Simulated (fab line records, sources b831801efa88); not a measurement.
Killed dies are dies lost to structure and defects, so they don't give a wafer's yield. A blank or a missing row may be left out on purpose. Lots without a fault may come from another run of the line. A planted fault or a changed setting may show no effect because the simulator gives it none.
fab line records | flow sky130
record lots=14 wafers=42 last_day=50
route steps=708 shown VT_ADJUST_HVTP@93 SONOS_TUNNEL@162 GATE_OXIDE@197 LDD_N@250 PAD_OPEN@708
lots that met no fault: from a run of the same line without faults
start_h: hours from the record's first day to the start of the lot's first wafer shown | wait_h: hours since the lot's step before | " the same as in the row above | L1.1+2: a row that stands for several wafers | - no value, or no start given | * or withheld: withheld | < > ~ a bound
route shown NAME@n: a module of which the file shows steps, and the number in the route of the first | usual: mean/standard deviation of fault-free wafers | same: alike in all rows | chamber/n: place in a boat | sites: the reading at each site | _std_site: their standard deviation | _edge_site: outer sites' mean less inner sites' | radius_mm: how far each site lies from the wafer's centre | mask NAME#n: copy n | behind: the tool/chamber that last shaped the wafer | hold: why the lot was held/for how many hours/how that ended | device: the transistor (n, p or np) that didn't switch | end of line: the same wafers' tests at the end of the route | a step without rows: its recipe alone | killed: dies lost to structure and defects at the first sort, not the wafer's yield | map: a wafer's dies, x killed, . not, _ none there
set.NAME: the setting as run; set.NAME@STEP: as run at that earlier step | model.NAME: the simulator's own value behind a step, which no gauge read
steps of the route over a sample of lots; a table a step, a row a wafer
services: from which hour (start_h, from the record's first day; less than 0 if before it) a tool's chamber was out of use, for how many hours, and why
## steps
# step SKY_VT_ADJUST_HVTP_OVL_MEAS_08
# usual VT_ADJUST_HVTP_OVL=0.8/1.5
# columns lot.wafer tool chamber start_h wait_h VT_ADJUST_HVTP_OVL[nm]
L614.1 overlay-02 - 127.94 0.1 1.2
L614.4 " - " " 0.9
L614.6 " - " " -0.3
L617.1 overlay-02 - 141.36 0.1 0.7
L617.4 " - " " 0.3
L617.6 " - " " 1.4
L618.2 overlay-02 - 147.21 0.1 1.4
L618.5 " - " " 1.2
L618.6 " - " " 0.4
L622.1 overlay-02 - 179.79 0.1 2.8
L622.5 " - " " 3.6
L622.6 " - " " 3.7
L624.2 overlay-02 - 183.70 0.1 1.0
L624.5 " - " " 1.3
L624.6 " - " " 0.4
L627.1 overlay-02 - 205.18 0.1 1.2
L627.2 " - " " 3.0
L627.6 " - " " 0.7
L628.2 overlay-02 - 217.81 0.1 2.3
L628.5 " - " " 2.2
L628.6 " - " " 1.6
L630.1 overlay-02 - 227.75 0.1 0.9
L630.2 " - " " 1.0
L630.4 " - " " 0.6
L631.4 overlay-01 - 231.61 0.1 -1.8
L631.5 " - " " -0.4
L631.6 " - " " 0.1
L632.2 overlay-02 - 237.85 0.1 1.8
L632.5 " - " " 2.3
L632.6 " - " " 1.9
L633.1 overlay-02 - 245.15 0.1 -0.8
L633.4 " - " " 0.7
L633.5 " - " " 1.3
L634.1 overlay-01 - 255.85 0.1 0.8
L634.3 " - " " 1.2
L634.6 " - " " 1.2
L636.2 overlay-01 - 265.40 0.1 -1.7
L636.4 " - " " -1.3
L636.6 " - " " -3.2
L637.2 overlay-01 - 268.00 0.1 -0.2
L637.3 " - " " -2.6
L637.6 " - " " -2.2
# step SKY_SONOS_TUNNEL_OVL_MEAS_08
# usual SONOS_TUNNEL_OVL=0.2/1.2
# columns lot.wafer tool chamber start_h wait_h SONOS_TUNNEL_OVL[nm]
L614.1 overlay-02 - 257.69 0.1 0.3
L614.4 " - " " -0.9
L614.6 " - " " -1.6
L617.1 overlay-02 - 275.09 0.1 0.2
L617.4 " - " " -1.8
L617.6 " - " " 0.6
L618.2 overlay-01 - 283.59 0.1 -0.9
L618.5 " - " " -0.8
L618.6 " - " " 0.7
L622.1 overlay-02 - 323.15 0.1 1.1
L622.5 " - " " 1.4
L622.6 " - " " 0.6
L624.2 overlay-01 - 326.24 0.1 0.4
L624.5 " - " " 0.8
L624.6 " - " " 1.6
L627.1 overlay-01 - 354.95 0.1 -0.4
L627.2 " - " " 1.1
L627.6 " - " " 0.5
L628.2 overlay-02 - 369.45 0.1 1.2
L628.5 " - " " 1.2
L628.6 " - " " 0.7
L630.1 overlay-02 - 382.89 0.1 2.3
L630.2 " - " " 0.9
L630.4 " - " " 1.9
L631.4 overlay-02 - 388.56 0.1 1.6
L631.5 " - " " 2.6
L631.6 " - " " 1.1
L632.2 overlay-01 - 393.65 0.1 -1.3
L632.5 " - " " 1.2
L632.6 " - " " -1.2
L633.1 overlay-02 - 403.89 0.1 -0.4
L633.4 " - " " -1.0
L633.5 " - " " 0.6
L634.1 overlay-02 - 416.49 0.1 1.1
L634.3 " - " " 1.0
L634.6 " - " " 1.5
L636.2 overlay-01 - 428.10 0.1 1.1
L636.4 " - " " -1.1
L636.6 " - " " -0.9
L637.2 overlay-02 - 431.84 0.1 1.2
L637.3 " - " " 1.1
L637.6 " - " " -0.1
# step SKY_GATE_OXIDE_OVL_MEAS_10
# usual GATE_OXIDE_OVL=0.4/1.2
# columns lot.wafer tool chamber start_h wait_h GATE_OXIDE_OVL[nm]
L614.1 overlay-02 - 314.62 0.1 0.6
L614.4 " - " " -0.8
L614.6 " - " " 1.1
L617.1 overlay-01 - 335.07 0.1 0.5
L617.4 " - " " 0.7
L617.6 " - " " 0.8
L618.2 overlay-02 - 344.82 0.1 1.6
L618.5 " - " " -0.3
L618.6 " - " " 0.9
L622.1 overlay-02 - 386.53 0.1 0.0
L622.5 " - " " 0.4
L622.6 " - " " -1.9
L624.2 overlay-01 - 391.94 0.1 1.0
L624.5 " - " " 3.1
L624.6 " - " " 2.8
L627.1 overlay-01 - 427.83 0.1 0.0
L627.2 " - " " -0.3
L627.6 " - " " -0.1
L628.2 overlay-02 - 444.07 0.1 1.3
L628.5 " - " " 1.5
L628.6 " - " " 0.3
L630.1 overlay-02 - 453.82 0.1 0.9
L630.2 " - " " 1.4
L630.4 " - " " 0.7
L631.4 overlay-01 - 462.99 0.1 -0.7
L631.5 " - " " 0.3
L631.6 " - " " -1.0
L632.2 overlay-01 - 465.62 0.1 2.8
L632.5 " - " " 0.9
L632.6 " - " " 0.3
L633.1 overlay-02 - 475.52 0.1 -0.2
L633.4 " - " " 3.7
L633.5 " - " " 2.1
L634.1 overlay-02 - 491.92 0.1 1.8
L634.3 " - " " 0.1
L634.6 " - " " 0.3
L636.2 overlay-01 - 498.04 0.1 0.8
L636.4 " - " " 0.8
L636.6 " - " " 0.9
L637.2 overlay-02 - 502.47 0.1 0.1
L637.3 " - " " -0.1
L637.6 " - " " -0.9
# step SKY_LDD_N_IMPLANT_13
# recipe species=BF2 energy_kev=50 dose_cm2=5e+12 tilt_deg=30 rotation_deg=90
# usual beam_on_s=10.01/0.22 dose_ions_cm2=5e+12/4.6e+09 end_station_pressure_torr=4.99e-06/2.6e-07 faraday_current_uA=28.2/0.6
# columns lot.wafer tool chamber start_h wait_h beam_on_s dose_ions_cm2 end_station_pressure_torr faraday_current_uA
L614.1 implanter-01 0 405.57 0.1 9.78 5.001e+12 4.74e-06 28.8
L614.4 " 0 " " 9.97 5e+12 5.05e-06 28.2
L614.6 " 0 " " 10.04 5.001e+12 5.17e-06 28.1
L617.1 implanter-02 0 437.26 0.1 10.16 4.997e+12 4.88e-06 27.8
L617.4 " 0 " " 9.62 4.996e+12 4.81e-06 29.3
L617.6 " 0 " " 9.89 5.002e+12 5.19e-06 28.5
L618.2 implanter-02 0 445.83 0.1 10.37 4.999e+12 5.36e-06 27.2
L618.5 " 0 " " 10.18 4.992e+12 4.76e-06 27.8
L618.6 " 0 " " 10.41 5.007e+12 4.98e-06 27.2
L622.1 implanter-01 0 499.06 0.1 10.33 7.033e+12 4.6e-06 38.3
L622.5 " 0 " " 10.13 7.037e+12 4.56e-06 39.3
L622.6 " 0 " " 10.01 7.032e+12 5.07e-06 39.5
L624.2 implanter-01 0 505.10 0.1 9.99 7.039e+12 5.16e-06 39.7
L624.5 " 0 " " 10.00 7.037e+12 5.03e-06 39.7
L624.6 " 0 " " 10.17 7.039e+12 4.73e-06 39.1
L627.1 implanter-04 0 525.71 0.1 9.45 5e+12 5.2e-06 29.7
L627.2 " 0 " " 9.91 5.007e+12 4.86e-06 28.4
L627.6 " 0 " " 9.99 4.998e+12 4.56e-06 28.3
L628.2 implanter-02 0 542.19 0.1 9.80 5.002e+12 4.4e-06 28.8
L628.5 " 0 " " 9.92 5.006e+12 5.03e-06 28.4
L628.6 " 0 " " 9.91 4.999e+12 4.83e-06 28.4
L630.1 implanter-04 0 552.05 0.1 9.80 4.997e+12 5.36e-06 28.8
L630.2 " 0 " " 10.47 4.997e+12 5.11e-06 26.8
L630.4 " 0 " " 9.63 5.004e+12 5.06e-06 29.2
L631.4 implanter-02 0 565.03 0.1 9.78 4.998e+12 4.82e-06 29.0
L631.5 " 0 " " 10.20 5.004e+12 4.52e-06 27.7
L631.6 " 0 " " 9.78 5e+12 5.02e-06 28.8
L632.2 implanter-02 0 567.68 0.1 10.19 4.992e+12 4.56e-06 27.6
L632.5 " 0 " " 10.13 4.999e+12 5.17e-06 28.0
L632.6 " 0 " " 10.02 4.997e+12 5.08e-06 28.3
L633.1 implanter-04 0 574.31 0.1 10.06 5.005e+12 5.11e-06 28.1
L633.4 " 0 " " 9.97 5e+12 5.05e-06 28.3
L633.5 " 0 " " 10.15 5.002e+12 4.74e-06 27.6
L634.1 implanter-01 0 589.57 0.1 9.76 5e+12 5.18e-06 28.8
L634.3 " 0 " " 10.04 5.002e+12 4.6e-06 28.1
L634.6 " 0 " " 10.11 5e+12 5.06e-06 27.9
L636.2 implanter-01 0 595.88 0.1 9.71 4.994e+12 5.38e-06 29.0
L636.4 " 0 " " 9.91 4.995e+12 4.45e-06 28.4
L636.6 " 0 " " 10.10 4.995e+12 4.91e-06 27.9
L637.2 implanter-02 0 600.53 0.1 9.85 5e+12 5.32e-06 28.4
L637.3 " 0 " " 10.37 5.005e+12 5.35e-06 27.3
L637.6 " 0 " " 10.00 5.001e+12 4.89e-06 28.1
# step SKY_PAD_OPEN_PROBE_99
# usual killed_at_M0_to_M3=43/7.2 killed_at_M4_up=3.5/2 killed_at_contacts=24/5.2 killed_at_front_end=15/4.4 killed_at_other=0.2/0.48 killed_dies=85/9.4 killed_open=46/7.3 killed_short=39/6.1
# same gross_dies=492 killed_at_back_side=0
# columns lot.wafer tool chamber start_h wait_h killed_at_M0_to_M3 killed_at_M4_up killed_at_contacts killed_at_front_end killed_at_other killed_dies killed_open killed_short
L617.1 prober-02 - 1099.22 0.1 23 4 13 18 0 58 26 32
L617.4 prober-02 - 1099.37 0.2 25 8 27 20 1 81 34 47
L617.6 prober-02 - 1099.47 0.2 41 4 18 7 0 70 37 33
L618.2 prober-02 - 1102.27 0.1 50 4 19 12 0 85 44 41
L618.5 prober-02 - 1102.42 0.2 46 4 18 19 1 88 48 40
L618.6 prober-02 - 1102.47 0.2 46 3 12 17 0 78 36 42
L622.1 prober-01 - 1127.15 0.1 49 1 21 13 0 84 44 40
L622.5 prober-01 - 1127.35 0.2 44 3 16 14 0 77 33 44
L622.6 prober-01 - 1127.40 0.2 47 1 16 14 0 78 41 37
L624.2 prober-02 - 1136.29 0.1 41 4 28 21 0 94 54 39
L624.5 prober-02 - 1136.44 0.2 47 7 24 14 0 92 45 47
L624.6 prober-02 - 1136.49 0.2 41 4 27 18 0 90 50 40
L627.1 prober-02 - 1153.69 0.1 38 2 25 8 0 73 40 33
L627.2 prober-02 - 1153.74 0.1 48 4 19 13 1 85 37 48
L627.6 prober-02 - 1153.94 0.2 51 2 25 14 0 92 52 40
L630.1 prober-02 - 1165.06 0.1 38 4 30 13 3 88 40 44
L630.2 prober-02 - 1165.11 0.1 39 4 27 13 2 85 43 40
L630.4 prober-02 - 1165.21 0.2 45 4 21 11 0 81 42 39
L636.2 prober-01 - 1197.73 0.1 32 3 29 21 0 85 37 48
L636.4 prober-01 - 1197.83 0.2 44 2 32 19 0 97 53 44
L636.6 prober-01 - 1197.93 0.2 49 5 19 14 1 88 48 40
# killed by level:class
L617.1 VIA1:geometric_particle:open=6 LI_CONTACT:geometric_particle:open=5 METAL1:geometric_particle:open=4 FIELD_ISO:geometric_particle:short=3 FIELD_ISO:geometric_particle:open=3 POLY_GATE:geometric_particle:short=3 POLY_CUT:geometric_particle:short=3 CONTACT:geometric_particle:short=3
L617.4 CONTACT:geometric_particle:open=8 FIELD_ISO:geometric_particle:short=7 LOCAL_INTERCONNECT:geometric_particle:short=7 METAL4:geometric_particle:short=5 LI_CONTACT:geometric_particle:open=4 CONTACT:geometric_particle:short=4 VIA1:geometric_particle:short=4 METAL2:geometric_particle:short=4
L617.6 CONTACT:geometric_particle:open=10 VIA2:geometric_particle:open=8 VIA1:geometric_particle:open=7 VIA3:geometric_particle:open=7 METAL2:geometric_particle:short=6 METAL3:geometric_particle:short=4 LOCAL_INTERCONNECT:geometric_particle:short=3 CONTACT:geometric_particle:short=3
L618.2 VIA1:geometric_particle:open=13 METAL1:geometric_particle:short=9 CONTACT:geometric_particle:open=7 VIA3:geometric_particle:open=7 VIA2:geometric_particle:open=6 POLY_GATE:geometric_particle:short=5 LI_CONTACT:geometric_particle:short=5 FIELD_ISO:geometric_particle:short=4
L618.5 CONTACT:geometric_particle:open=10 VIA2:geometric_particle:open=9 METAL2:geometric_particle:short=7 VIA1:geometric_particle:open=7 POLY_GATE:geometric_particle:short=6 VIA3:geometric_particle:open=6 FIELD_ISO:geometric_particle:open=5 METAL1:geometric_particle:short=5
L618.6 VIA1:geometric_particle:open=9 VIA2:geometric_particle:open=7 METAL1:geometric_particle:short=7 POLY_GATE:geometric_particle:open=6 METAL2:geometric_particle:short=6 FIELD_ISO:geometric_particle:short=5 LI_CONTACT:geometric_particle:short=4 VIA2:geometric_particle:short=4
L622.1 VIA1:geometric_particle:open=9 CONTACT:geometric_particle:open=9 VIA1:geometric_particle:short=9 VIA3:geometric_particle:open=7 LI_CONTACT:geometric_particle:open=6 METAL1:geometric_particle:short=6 VIA2:geometric_particle:short=6 VIA2:geometric_particle:open=5
L622.5 METAL1:geometric_particle:short=8 VIA1:geometric_particle:open=8 METAL2:geometric_particle:short=7 CONTACT:geometric_particle:open=6 VIA2:geometric_particle:open=5 FIELD_ISO:geometric_particle:short=4 POLY_GATE:geometric_particle:short=4 VIA2:geometric_particle:short=4
L622.6 VIA1:geometric_particle:open=11 CONTACT:geometric_particle:open=7 METAL1:geometric_particle:short=6 VIA2:geometric_particle:open=6 FIELD_ISO:geometric_particle:short=5 LI_CONTACT:geometric_particle:open=5 VIA3:geometric_particle:open=5 METAL2:geometric_particle:short=5
L624.2 CONTACT:geometric_particle:open=13 VIA1:geometric_particle:open=8 VIA2:geometric_particle:open=8 POLY_GATE:geometric_particle:open=6 LI_CONTACT:geometric_particle:short=6 VIA3:geometric_particle:open=5 VIA1:geometric_particle:short=5 METAL2:geometric_particle:short=5
L624.5 VIA3:geometric_particle:open=10 VIA1:geometric_particle:open=8 CONTACT:geometric_particle:open=8 METAL1:geometric_particle:short=8 METAL4:geometric_particle:short=6 LI_CONTACT:geometric_particle:open=5 CONTACT:geometric_particle:short=5 METAL2:geometric_particle:short=5
L624.6 VIA1:geometric_particle:open=14 CONTACT:geometric_particle:open=9 CONTACT:geometric_particle:short=5 FIELD_ISO:geometric_particle:short=4 FIELD_ISO:geometric_particle:open=4 POLY_GATE:geometric_particle:open=4 LI_CONTACT:geometric_particle:open=4 LOCAL_INTERCONNECT:geometric_particle:short=4
L627.1 CONTACT:geometric_particle:open=11 VIA1:geometric_particle:open=11 METAL1:geometric_particle:short=5 CONTACT:geometric_particle:short=5 VIA1:geometric_particle:short=5 LI_CONTACT:geometric_particle:open=4 LOCAL_INTERCONNECT:geometric_particle:short=4 VIA3:geometric_particle:open=4
L627.2 METAL1:geometric_particle:short=13 VIA1:geometric_particle:open=11 LI_CONTACT:geometric_particle:open=7 METAL2:geometric_particle:short=7 VIA1:geometric_particle:short=6 POLY_GATE:geometric_particle:short=5 CONTACT:geometric_particle:open=5 FIELD_ISO:geometric_particle:short=3
L627.6 VIA1:geometric_particle:open=10 VIA1:geometric_particle:short=9 CONTACT:geometric_particle:open=8 LI_CONTACT:geometric_particle:open=7 VIA3:geometric_particle:open=7 VIA2:geometric_particle:open=6 FIELD_ISO:geometric_particle:short=4 LOCAL_INTERCONNECT:geometric_particle:short=4
L630.1 CONTACT:geometric_particle:open=10 VIA1:geometric_particle:open=9 CONTACT:geometric_particle:short=7 VIA1:geometric_particle:short=6 VIA3:geometric_particle:open=5 METAL1:geometric_particle:short=5 METAL2:geometric_particle:short=5 FIELD_ISO:geometric_particle:short=4
L630.2 LI_CONTACT:geometric_particle:open=7 CONTACT:geometric_particle:open=7 CONTACT:geometric_particle:short=7 VIA1:geometric_particle:open=7 VIA3:geometric_particle:open=7 METAL1:geometric_particle:short=6 VIA1:geometric_particle:short=5 METAL2:geometric_particle:short=5
L630.4 VIA1:geometric_particle:open=10 CONTACT:geometric_particle:open=8 VIA2:geometric_particle:open=8 VIA1:geometric_particle:short=7 VIA3:geometric_particle:short=6 LI_CONTACT:geometric_particle:open=5 METAL1:geometric_particle:short=4 METAL2:geometric_particle:short=4
L636.2 CONTACT:geometric_particle:open=10 POLY_GATE:geometric_particle:short=8 LI_CONTACT:geometric_particle:open=8 VIA1:geometric_particle:short=7 VIA1:geometric_particle:open=7 FIELD_ISO:geometric_particle:short=4 LOCAL_INTERCONNECT:geometric_particle:short=4 CONTACT:geometric_particle:short=4
L636.4 VIA1:geometric_particle:open=14 CONTACT:geometric_particle:short=9 CONTACT:geometric_particle:open=9 VIA3:geometric_particle:open=8 LI_CONTACT:geometric_particle:open=7 VIA1:geometric_particle:short=7 FIELD_ISO:geometric_particle:short=6 FIELD_ISO:geometric_particle:open=4
L636.6 VIA1:geometric_particle:open=11 CONTACT:geometric_particle:open=10 VIA2:geometric_particle:open=8 VIA3:geometric_particle:open=7 METAL1:geometric_particle:short=6 METAL3:geometric_particle:short=6 VIA1:geometric_particle:short=5 FIELD_ISO:geometric_particle:open=4
## services
# columns tool chamber start_h hours kind
implanter-04 - 385.70 3.9 repair
implanter-04 - 387.98 1.7 repair
implanter-04 - 418.89 2.5 pm
implanter-01 - 458.98 1.2 repair
implanter-04 - 526.60 5.0 repair
implanter-02 - 583.59 3.6 pm
## key
first_sign step=SKY_LDD_N_IMPLANT_13 reading=dose_ions_cm2 direction=up sigmas=99+ usual=* struck=*
effect step=SKY_LDD_N_IMPLANT_13 reading=faraday_current_uA direction=up sigmas=19 usual=28.2 struck=39.3
met_at SKY_LDD_N_IMPLANT_13
struck_lots L622,L624
tester_left_out L622,L624
not_acting_at SKY_VT_ADJUST_HVTP_OVL_MEAS_08,SKY_SONOS_TUNNEL_OVL_MEAS_08,SKY_GATE_OXIDE_OVL_MEAS_10
onset_between 405.57 499.06
fault kind=process_parameter_drift tool=implanter-01 chamber=- onset_h=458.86 steps=SKY_LDD_N_IMPLANT_13 channel=dose_cm2 offset=* shape=step end_h=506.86 acts_in=* stated=*
# tester_left_out: of these lots the tester's yield and bins aren't shown, on N5 and GAA mostly nor the transistor test; their killed dies are dies lost to structure and defects alone, not to doping, threshold or leakage, so they don't give the yield
